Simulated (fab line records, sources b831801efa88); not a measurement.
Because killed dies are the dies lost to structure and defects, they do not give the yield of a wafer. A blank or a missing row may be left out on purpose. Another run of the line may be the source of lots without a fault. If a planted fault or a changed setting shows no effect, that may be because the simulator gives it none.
Which tool is to blame? || flow gf180mcu || 42 wafers from 14 lots sampled at 4 of the route's 602 steps

WHAT THE GAUGES READ, wafer by wafer
GF_V1_THK_MEAS_25: measures by xrf.
{"lot": "L830", "measured": "day 18 06:46", "on": "film_metro-02", "V1_W_THK (nm)": "353 364 357"}
{"lot": "L831", "measured": "day 18 10:13", "on": "film_metro-03", "V1_W_THK (nm)": "373 372 357"}
{"lot": "L832", "measured": "day 18 21:37", "on": "film_metro-03", "V1_W_THK (nm)": "361 371 353"}
{"lot": "L833", "measured": "day 19 06:36", "on": "film_metro-02", "V1_W_THK (nm)": "356 366 373"}
{"lot": "L834", "measured": "day 19 16:18", "on": "film_metro-03", "V1_W_THK (nm)": "353 357 367"}
{"lot": "L836", "measured": "day 20 14:47", "on": "film_metro-01", "V1_W_THK (nm)": "365 354 364"}
{"lot": "L842", "measured": "day 22 21:42", "on": "film_metro-02", "V1_W_THK (nm)": "355 357 372"}
{"lot": "L843", "measured": "day 23 11:30", "on": "film_metro-02", "V1_W_THK (nm)": "347 367 347"}
{"lot": "L845", "measured": "day 24 01:22", "on": "film_metro-03", "V1_W_THK (nm)": "354 353 375"}
{"lot": "L847", "measured": "day 24 18:27", "on": "film_metro-03", "V1_W_THK (nm)": "363 361 375"}
{"lot": "L848", "measured": "day 24 23:47", "on": "film_metro-03", "V1_W_THK (nm)": "350 366 355"}
{"lot": "L849", "measured": "day 25 12:47", "on": "film_metro-03", "V1_W_THK (nm)": "363 355 360"}
{"lot": "L850", "measured": "day 25 07:22", "on": "film_metro-03", "V1_W_THK (nm)": "376 371 358"}
{"lot": "L851", "measured": "day 25 18:29", "on": "film_metro-03", "V1_W_THK (nm)": "362 364 376"}

GF_V3_CD_MEAS_14: target cd 260 nm.
{"lot": "L830", "measured": "day 22 14:04", "on": "cd_sem-02", "cd_nm (nm)": "257.7 258.8 258.0"}
{"lot": "L831", "measured": "day 22 15:59", "on": "cd_sem-02", "cd_nm (nm)": "260.0 258.6 260.7"}
{"lot": "L832", "measured": "day 23 01:16", "on": "cd_sem-02", "cd_nm (nm)": "260.2 260.5 258.8"}
{"lot": "L833", "measured": "day 23 09:28", "on": "cd_sem-02", "cd_nm (nm)": "258.7 259.5 259.5"}
{"lot": "L834", "measured": "day 23 19:14", "on": "cd_sem-01", "cd_nm (nm)": "258.7 257.9 259.1"}
{"lot": "L836", "measured": "day 24 16:15", "on": "cd_sem-02", "cd_nm (nm)": "260.7 260.0 259.9"}
{"lot": "L842", "measured": "day 26 18:20", "on": "cd_sem-01", "cd_nm (nm)": "260.0 260.1 260.7"}
{"lot": "L843", "measured": "day 27 05:13", "on": "cd_sem-01", "cd_nm (nm)": "261.2 260.0 261.2"}
{"lot": "L845", "measured": "day 27 18:34", "on": "cd_sem-01", "cd_nm (nm)": "259.8 259.1 258.8"}
{"lot": "L847", "measured": "day 28 11:04", "on": "cd_sem-01", "cd_nm (nm)": "260.0 260.1 260.7"}
{"lot": "L848", "measured": "day 28 16:36", "on": "cd_sem-02", "cd_nm (nm)": "262.1 262.0 262.7"}
{"lot": "L849", "measured": "day 29 02:07", "on": "cd_sem-01", "cd_nm (nm)": "260.6 259.9 261.3"}
{"lot": "L850", "measured": "day 28 21:05", "on": "cd_sem-01", "cd_nm (nm)": "260.4 260.6 259.7"}
{"lot": "L851", "measured": "day 29 08:13", "on": "cd_sem-02", "cd_nm (nm)": "260.8 260.5 260.4"}

TOOL THAT RAN EACH LOT (tool first, then ch and the chambers of the sampled wafers, then the start)
{"lot": "L830", "GF_LVPWELL_IMPLANT_09": "implanter-03 ch 0, day 3 22:02", "GF_V2_STRIP_18": "plasma_asher-01 ch 0,1, day 20 09:50"}
{"lot": "L831", "GF_LVPWELL_IMPLANT_09": "implanter-04 ch 0, day 4 02:31", "GF_V2_STRIP_18": "plasma_asher-03 ch 0,1, day 20 13:09"}
{"lot": "L832", "GF_LVPWELL_IMPLANT_09": "implanter-03 ch 0, day 4 10:32", "GF_V2_STRIP_18": "plasma_asher-01 ch 0,1, day 21 00:09"}
{"lot": "L833", "GF_LVPWELL_IMPLANT_09": "implanter-03 ch 0, day 4 13:49", "GF_V2_STRIP_18": "plasma_asher-01 ch 0,1, day 21 08:20"}
{"lot": "L834", "GF_LVPWELL_IMPLANT_09": "implanter-01 ch 0, day 4 18:17", "GF_V2_STRIP_18": "plasma_asher-03 ch 0,1, day 21 18:08"}
{"lot": "L836", "GF_LVPWELL_IMPLANT_09": "implanter-03 ch 0, day 5 05:20", "GF_V2_STRIP_18": "plasma_asher-04 ch 0,1, day 22 16:36"}
{"lot": "L842", "GF_LVPWELL_IMPLANT_09": "implanter-04 ch 0, day 6 15:49", "GF_V2_STRIP_18": "plasma_asher-01 ch 0,1, day 24 21:04"}
{"lot": "L843", "GF_LVPWELL_IMPLANT_09": "implanter-04 ch 0, day 6 22:54", "GF_V2_STRIP_18": "plasma_asher-01 ch 0,1, day 25 08:58"}
{"lot": "L845", "GF_LVPWELL_IMPLANT_09": "implanter-01 ch 0, day 7 11:57", "GF_V2_STRIP_18": "plasma_asher-01 ch 0,1, day 25 22:34"}
{"lot": "L847", "GF_LVPWELL_IMPLANT_09": "implanter-04 ch 0, day 7 23:45", "GF_V2_STRIP_18": "plasma_asher-04 ch 0,1, day 26 16:05"}
{"lot": "L848", "GF_LVPWELL_IMPLANT_09": "implanter-03 ch 0, day 8 02:38", "GF_V2_STRIP_18": "plasma_asher-04 ch 0,1, day 26 19:55"}
{"lot": "L849", "GF_LVPWELL_IMPLANT_09": "implanter-01 ch 0, day 8 09:45", "GF_V2_STRIP_18": "plasma_asher-04 ch 0,1, day 27 07:28"}
{"lot": "L850", "GF_LVPWELL_IMPLANT_09": "implanter-03 ch 0, day 8 12:47", "GF_V2_STRIP_18": "plasma_asher-01 ch 0,1, day 27 03:32"}
{"lot": "L851", "GF_LVPWELL_IMPLANT_09": "implanter-04 ch 0, day 8 20:04", "GF_V2_STRIP_18": "plasma_asher-03 ch 0,1, day 27 14:42"}
- GF_LVPWELL_IMPLANT_09
- GF_V2_STRIP_18: strips in O2/N2.

WHAT THE TOOLS THEMSELVES READ (means of the sampled wafers that have a number; where no wafer has one, the mark that the record gives instead)
GF_LVPWELL_IMPLANT_09.
{"lot": "L830", "tool": "implanter-03", "dose_ions_cm2": 4.998e+12, "faraday_current_uA": 28.5}
{"lot": "L831", "tool": "implanter-04", "dose_ions_cm2": 5.005e+12, "faraday_current_uA": 28.6}
{"lot": "L832", "tool": "implanter-03", "dose_ions_cm2": 5.003e+12, "faraday_current_uA": 28.5}
{"lot": "L833", "tool": "implanter-03", "dose_ions_cm2": 5.212e+12, "faraday_current_uA": 29.9}
{"lot": "L834", "tool": "implanter-01", "dose_ions_cm2": 4.995e+12, "faraday_current_uA": 27.8}
{"lot": "L836", "tool": "implanter-03", "dose_ions_cm2": 5.212e+12, "faraday_current_uA": 29.1}
{"lot": "L842", "tool": "implanter-04", "dose_ions_cm2": 5.000e+12, "faraday_current_uA": 28.1}
{"lot": "L843", "tool": "implanter-04", "dose_ions_cm2": 4.995e+12, "faraday_current_uA": 28.0}
{"lot": "L845", "tool": "implanter-01", "dose_ions_cm2": 5.002e+12, "faraday_current_uA": 27.7}
{"lot": "L847", "tool": "implanter-04", "dose_ions_cm2": 4.993e+12, "faraday_current_uA": 27.7}
{"lot": "L848", "tool": "implanter-03", "dose_ions_cm2": 5.004e+12, "faraday_current_uA": 27.6}
{"lot": "L849", "tool": "implanter-01", "dose_ions_cm2": 5.003e+12, "faraday_current_uA": 28.5}
{"lot": "L850", "tool": "implanter-03", "dose_ions_cm2": 5.002e+12, "faraday_current_uA": 28.2}
{"lot": "L851", "tool": "implanter-04", "dose_ions_cm2": 5.002e+12, "faraday_current_uA": 28.2}

GF_V2_STRIP_18.
{"lot": "L830", "tool": "plasma_asher-01", "chamber_pressure_mTorr (mTorr)": 1499.6, "drypump_motor_current_A (A)": 5.8, "heater_power_w (W)": 345, "oes_product_au (a.u.)": 0.594}
{"lot": "L831", "tool": "plasma_asher-03", "chamber_pressure_mTorr (mTorr)": 1501.7, "drypump_motor_current_A (A)": 5.1, "heater_power_w (W)": 319, "oes_product_au (a.u.)": 0.598}
{"lot": "L832", "tool": "plasma_asher-01", "chamber_pressure_mTorr (mTorr)": 1499.5, "drypump_motor_current_A (A)": 5.8, "heater_power_w (W)": 348, "oes_product_au (a.u.)": 0.598}
{"lot": "L833", "tool": "plasma_asher-01", "chamber_pressure_mTorr (mTorr)": 1501.2, "drypump_motor_current_A (A)": 5.8, "heater_power_w (W)": 350, "oes_product_au (a.u.)": 0.596}
{"lot": "L834", "tool": "plasma_asher-03", "chamber_pressure_mTorr (mTorr)": 1501.6, "drypump_motor_current_A (A)": 5.5, "heater_power_w (W)": 331, "oes_product_au (a.u.)": 0.591}
{"lot": "L836", "tool": "plasma_asher-04", "chamber_pressure_mTorr (mTorr)": 1499.2, "drypump_motor_current_A (A)": 5.3, "heater_power_w (W)": 399, "oes_product_au (a.u.)": 0.599}
{"lot": "L842", "tool": "plasma_asher-01", "chamber_pressure_mTorr (mTorr)": 1499.1, "drypump_motor_current_A (A)": 6.0, "heater_power_w (W)": 345, "oes_product_au (a.u.)": 0.589}
{"lot": "L843", "tool": "plasma_asher-01", "chamber_pressure_mTorr (mTorr)": 1500.6, "drypump_motor_current_A (A)": 5.9, "heater_power_w (W)": 346, "oes_product_au (a.u.)": 0.597}
{"lot": "L845", "tool": "plasma_asher-01", "chamber_pressure_mTorr (mTorr)": 1499.9, "drypump_motor_current_A (A)": 5.9, "heater_power_w (W)": 352, "oes_product_au (a.u.)": 0.591}
{"lot": "L847", "tool": "plasma_asher-04", "chamber_pressure_mTorr (mTorr)": 1500.4, "drypump_motor_current_A (A)": 5.8, "heater_power_w (W)": 411, "oes_product_au (a.u.)": 0.589}
{"lot": "L848", "tool": "plasma_asher-04", "chamber_pressure_mTorr (mTorr)": 1499.9, "drypump_motor_current_A (A)": 5.8, "heater_power_w (W)": 419, "oes_product_au (a.u.)": 0.595}
{"lot": "L849", "tool": "plasma_asher-04", "chamber_pressure_mTorr (mTorr)": 1499.0, "drypump_motor_current_A (A)": 5.3, "heater_power_w (W)": 392, "oes_product_au (a.u.)": 0.590}
{"lot": "L850", "tool": "plasma_asher-01", "chamber_pressure_mTorr (mTorr)": 1499.8, "drypump_motor_current_A (A)": 6.0, "heater_power_w (W)": 346, "oes_product_au (a.u.)": 0.595}
{"lot": "L851", "tool": "plasma_asher-03", "chamber_pressure_mTorr (mTorr)": 1498.7, "drypump_motor_current_A (A)": 5.5, "heater_power_w (W)": 328, "oes_product_au (a.u.)": 0.595}

THE ANSWER, worked out from the rows above alone
Rule: usual is defined by the lots themselves. The widest of any qualifying gaps counts: lots, ordered by their means at a reading, are off when they make up no more than a third of the lots, leave a main group of 4 or more, and stand apart from it by 3 or more times the standard deviation of that group's means. A main group whose means are all the same, to the digits that the tables above print for the reading, isn't used. Also off: a lot with no number at a reading for which 4 or more lots have one. All remaining lots with rows at the step are treated as sound. The gauges are gone through in route order, then the tools' own readings, and for those a lot's mean is taken as printed above. The first step at which some lot is off is used, and at that step the reading that is off furthest; a lot without a number counts as furthest.
Off, at GF_LVPWELL_IMPLANT_09 on dose_ions_cm2: L833, L836. Mean 5.000e+12 and standard deviation 3.8e+09 in the main group.
A tool fits if, at that step or a process step before it, it ran every lot that is off, and no sound lot after the first of them. None of those tried fits.

WHAT THE SIMULATOR HAD INSERTED
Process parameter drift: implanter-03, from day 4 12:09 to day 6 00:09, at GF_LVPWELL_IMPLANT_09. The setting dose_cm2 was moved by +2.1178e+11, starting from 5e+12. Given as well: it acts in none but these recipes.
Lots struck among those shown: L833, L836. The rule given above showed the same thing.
